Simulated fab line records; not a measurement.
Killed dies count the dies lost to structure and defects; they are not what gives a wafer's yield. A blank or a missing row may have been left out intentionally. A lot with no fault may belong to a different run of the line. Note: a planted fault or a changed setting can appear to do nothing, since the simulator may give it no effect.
Chamber matching -- flow sky130 -- SKY_VIA3_CMP_02 on cmp-01: 4 sister chambers
The step polishes SiO2. 8 wafers are shown with their chamber, then 12 later ones without.

## WAFERS WITH THEIR CHAMBER
wafer,chamber,motor current A (A)
L075.6,0,10.4
L081.5,2,9.3
L081.1,1,11.7
L081.2,3,10.7
L081.4,0,9.8
L083.1,1,11.1
L083.2,2,9.1
L083.3,3,11.1

## WAFERS WHOSE CHAMBER IS MISSING
wafer,motor current A (A)
L085.2,11.9
L085.4,8.9
L085.5,9.2
L089.1,11.2
L089.5,11.4
L089.6,9.2
L090.2,9.2
L090.4,10.8
L090.6,11.4
L097.1,11.8
L097.3,12.0
L097.5,9.2

## THE CHAMBER EACH PASSED THROUGH
wafer,from the rows above,in truth
L085.2,can't be placed: 1 or 3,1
L085.4,2,2
L085.5,2,2
L089.1,can't be placed: 1 or 3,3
L089.5,can't be placed: 1 or 3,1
L089.6,2,2
L090.2,2,2
L090.4,can't be placed: 3 or 1 or 0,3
L090.6,can't be placed: 1 or 3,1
L097.1,can't be placed: 1 or 3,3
L097.3,can't be placed: 1 or 3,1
L097.5,2,2
Correctly placed: 5 of 12. Cannot be placed on the basis of these rows: 7; the candidates contain the true chamber in 7. Wrongly placed: 0.
How it was worked out, from the rows above alone: a wafer's distance from a chamber is the root of the sum, over the readings, of the square of ((its reading less the chamber's mean) divided by the reading's scatter). The wafer belongs to the nearest chamber; if the next one is less than 2 further off, it can't be placed. Each chamber's mean is taken over the wafers shown for it. The scatter is the square root of a quotient: the sum, over the shown wafers, of each reading's squared deviation from its chamber's mean, divided by wafers minus chambers.
